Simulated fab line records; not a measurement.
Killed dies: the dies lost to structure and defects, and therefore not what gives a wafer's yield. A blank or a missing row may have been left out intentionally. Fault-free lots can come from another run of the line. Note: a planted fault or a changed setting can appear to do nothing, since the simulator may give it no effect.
What tool caused it? | flow gf180mcu | 11 lots, 33 wafers sampled, at 5 steps of a route of 602

## WHAT THE GAUGES SHOWED, per wafer
GF_V1_THK_MEAS_01. Usual: V1_CVD_00_THK 605 nm, standard deviation 5.6.
lot  | measured     | on            | V1_CVD_00_THK (nm) | flag
L890 | day 16 23:30 | film-metro-04 | 602 606 604        |
L894 | day 18 14:07 | film-metro-04 | 608 606 600        |
L895 | day 18 21:13 | film-metro-01 | 608 601 606        |
L896 | day 19 08:34 | film-metro-04 | 602 602 602        |
L898 | day 20 06:13 | film-metro-04 | 598 596 601        |
L904 | day 22 12:11 | film-metro-02 | 728 725 716        | OFF
L905 | day 22 14:55 | film-metro-04 | 737 729 734        | OFF
L907 | day 23 10:25 | film-metro-04 | 608 609 607        |
L910 | day 24 05:45 | film-metro-01 | 614 608 605        |
L912 | day 24 22:12 | film-metro-04 | 605 607 620        |
L913 | day 25 06:02 | film-metro-04 | 605 605 598        |

## WHAT TOOL EACH LOT RAN ON (gives the tool, then ch and the chambers of the sampled wafers, and finally the start)
lot  | GF_CONTACT_ETCH_16                 | GF_CONTACT_CVD_24             | GF_CONTACT_CMP_27             | GF_V1_CVD_00
L890 | rie-diel-04 ch 0,1,3, day 15 23:16 | cvd-w-01 ch 0,1, day 15 23:49 | cmp-01 ch 1,3, day 16 00:09   | hdpcvd-02 ch 0,2, day 16 23:26
L894 | rie-diel-04 ch 0,2, day 17 12:15   | cvd-w-02 ch 0,1, day 17 12:51 | cmp-01 ch 1,2, day 17 13:06   | hdpcvd-02 ch 0,2, day 18 14:01
L895 | rie-diel-04 ch 0,2,3, day 17 19:34 | cvd-w-01 ch 0,1, day 17 20:07 | cmp-02 ch 0,1,3, day 17 20:24 | hdpcvd-01 ch 1,2, day 18 21:09
L896 | rie-diel-02 ch 2,3, day 18 07:13   | cvd-w-02 ch 0,1, day 18 07:46 | cmp-01 ch 2,3, day 18 08:03   | hdpcvd-02 ch 0,1,2, day 19 08:29
L898 | rie-diel-03 ch 0,2, day 19 04:03   | cvd-w-01 ch 0,1, day 19 04:37 | cmp-02 ch 1,2,3, day 19 04:56 | hdpcvd-02 ch 0,1, day 20 06:09
L904 | rie-diel-04 ch 2,3, day 21 09:51   | cvd-w-02 ch 1, day 21 10:29   | cmp-01 ch 0,1,3, day 21 10:49 | hdpcvd-02 ch 1,2, day 22 12:06
L905 | rie-diel-02 ch 0,2,3, day 21 13:24 | cvd-w-02 ch 0,1, day 21 13:59 | cmp-01 ch 0,3, day 21 14:16   | hdpcvd-02 ch 0,1, day 22 14:51
L907 | rie-diel-02 ch 1,2,3, day 22 09:15 | cvd-w-02 ch 0, day 22 09:54   | cmp-02 ch 0,1,2, day 22 10:11 | hdpcvd-01 ch 2, day 23 10:19
L910 | rie-diel-03 ch 0,1,2, day 23 04:18 | cvd-w-02 ch 0,1, day 23 04:55 | cmp-02 ch 0,1,3, day 23 05:12 | hdpcvd-01 ch 1,2, day 24 05:40
L912 | rie-diel-02 ch 2,3, day 23 21:33   | cvd-w-01 ch 0,1, day 23 22:07 | cmp-01 ch 0,1,3, day 23 22:29 | hdpcvd-01 ch 0,1,2, day 24 22:07
L913 | rie-diel-02 ch 0,1, day 24 05:21   | cvd-w-01 ch 0,1, day 24 05:55 | cmp-01 ch 0,1, day 24 06:15   | hdpcvd-01 ch 1,2, day 25 05:58
- GF_CONTACT_ETCH_16: etches BARC in N2/H2.
- GF_CONTACT_CVD_24: deposits W, target thk 300 nm, time 90.339 s.
- GF_CONTACT_CMP_27: polishes, stops on SiO2, t overpolish 15 s, target thk 0 nm.
- GF_V1_CVD_00: deposits SiO2, target thk 600 nm, time 100 s.

## WHAT THE TOOLS THEMSELVES READ (means of the sampled wafers that have a number; where no wafer has one, the mark that the record gives instead)
GF_CONTACT_ETCH_16. Usual: drypump-motor-current-A 5.5 A, standard deviation 0.39; h2-flow-sccm 200.0 sccm, standard deviation 0.66; oes-product-au 0.854 a.u., standard deviation 0.005; throttle-valve-pct 13.225 %, standard deviation 0.0087.
lot  | tool        | drypump-motor-current-A (A) | h2-flow-sccm (sccm) | oes-product-au (a.u.) | throttle-valve-pct (%) | flag
L890 | rie-diel-04 | 5.5                         | 199.8               | 0.853                 | 13.227                 |
L894 | rie-diel-04 | 5.7                         | 199.6               | 0.852                 | 13.228                 |
L895 | rie-diel-04 | 5.7                         | 200.4               | 0.857                 | 13.229                 |
L896 | rie-diel-02 | 5.4                         | 199.6               | 0.857                 | 13.224                 |
L898 | rie-diel-03 | 5.2                         | 200.0               | 0.858                 | 13.231                 |
L904 | rie-diel-04 | 5.8                         | 200.1               | 0.850                 | 13.225                 |
L905 | rie-diel-02 | 5.5                         | 199.7               | 0.855                 | 13.223                 |
L907 | rie-diel-02 | 5.8                         | 200.3               | 0.851                 | 13.217                 |
L910 | rie-diel-03 | 5.2                         | 200.4               | 0.856                 | 13.222                 |
L912 | rie-diel-02 | 5.4                         | 199.6               | 0.858                 | 13.230                 |
L913 | rie-diel-02 | 5.6                         | 201.2               | 0.855                 | 13.221                 |

GF_CONTACT_CVD_24. Usual: heater-power-w 854 W, standard deviation 50; susceptor-temp-C 400.02 C, standard deviation 0.21.
lot  | tool     | heater-power-w (W) | susceptor-temp-C (C) | flag
L890 | cvd-w-01 | 841                | 400.04               |
L894 | cvd-w-02 | 884                | 400.02               |
L895 | cvd-w-01 | 819                | 399.68               |
L896 | cvd-w-02 | 889                | 400.20               |
L898 | cvd-w-01 | 794                | 400.06               |
L904 | cvd-w-02 | 872                | 400.01               |
L905 | cvd-w-02 | 886                | 400.34               |
L907 | cvd-w-02 | 918                | 400.16               |
L910 | cvd-w-02 | 890                | 400.01               |
L912 | cvd-w-01 | 819                | 400.13               |
L913 | cvd-w-01 | 803                | 400.04               |

GF_CONTACT_CMP_27. Usual: motor-current-A 11.2 A, standard deviation 1.1; overpolish-run-s 15.000 s, standard deviation 0.0095; slurry-flow-ml-min 150.0, standard deviation 0.53; time-to-endpoint-s 73 s, standard deviation 4.1.
lot  | tool   | motor-current-A (A) | overpolish-run-s (s) | slurry-flow-ml-min | time-to-endpoint-s (s) | flag
L890 | cmp-01 | 12.1                | 15.000               | 150.3              | 76                     |
L894 | cmp-01 | 11.6                | 15.005               | 150.0              | 78                     |
L895 | cmp-02 | 10.1                | 15.004               | 150.5              | 72                     |
L896 | cmp-01 | 11.4                | 15.000               | 150.2              | 75                     |
L898 | cmp-02 | 10.3                | 15.008               | 150.2              | 71                     |
L904 | cmp-01 | 12.4                | 14.999               | 150.2              | 76                     |
L905 | cmp-01 | 12.7                | 15.001               | 150.2              | 77                     |
L907 | cmp-02 | 10.3                | 15.005               | 149.8              | 70                     |
L910 | cmp-02 | 10.4                | 14.998               | 149.7              | 72                     |
L912 | cmp-01 | 12.4                | 14.995               | 150.3              | 74                     |
L913 | cmp-01 | 12.7                | 15.000               | 149.4              | 69                     |

GF_V1_CVD_00. Usual: sih4-flow-sccm 59.99 sccm, standard deviation 0.18; susceptor-temp-C 400.00 C, standard deviation 0.21.
lot  | tool      | sih4-flow-sccm (sccm) | susceptor-temp-C (C) | flag
L890 | hdpcvd-02 | 59.98                 | 400.23               |
L894 | hdpcvd-02 | 60.02                 | 400.09               |
L895 | hdpcvd-01 | 59.95                 | 399.96               |
L896 | hdpcvd-02 | 60.08                 | 399.91               |
L898 | hdpcvd-02 | 59.87                 | 400.22               |
L904 | hdpcvd-02 | 71.93                 | 399.70               | OFF
L905 | hdpcvd-02 | 72.15                 | 400.03               | OFF
L907 | hdpcvd-01 | 60.08                 | 400.20               |
L910 | hdpcvd-01 | 60.15                 | 400.09               |
L912 | hdpcvd-01 | 59.92                 | 400.09               |
L913 | hdpcvd-01 | 60.14                 | 400.07               |

## THE ANSWER, worked out from the rows above alone
Rule: take the mean of a lot's wafers that have a number; if it is more than 3 standard deviations from the usual mean, the lot is off. A lot without any number at a reading at which 4 lots or more have one is off too. Any other lot the step has rows for is counted as sound. After the gauges, taken in route order, come the tools' own readings; for these a lot's mean is taken, as printed above. The first step at which some lot is off is used, and at that step the reading that is off furthest; a lot without a number counts as furthest.
Off: L904, L905, at GF_V1_THK_MEAS_01 (V1_CVD_00_THK).
If a tool, at a process step before that reading, ran all the lots that are off and no sound lot after the first of them, it fits. The gauges at GF_V1_THK_MEAS_01 aren't tried: what is off there is off at GF_V1_CVD_00 too, on other tools, and a gauge's error can't cause that. One fits: hdpcvd-02 at GF_V1_CVD_00. A fault onset in the window from L898 (day 20 06:09, its last sound lot) to L904 (day 22 12:06, its first lot off) fits.
On the lots that are off, the tool's own readings at GF_V1_CVD_00 differ by more than 5 times the standard deviation of the sound lots' means, which bears it out; sih4-flow-sccm reads 72.04 sccm there versus 60.02 sccm on the sound lots.

## WHAT THE SIMULATOR HAD PUT IN
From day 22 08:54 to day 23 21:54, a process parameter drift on hdpcvd-02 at GF_V1_CVD_00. Setting sih4-flow-sccm, moved by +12, from 60. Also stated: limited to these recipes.
Struck lots among those shown: L904, L905. The rule above reached the same finding.
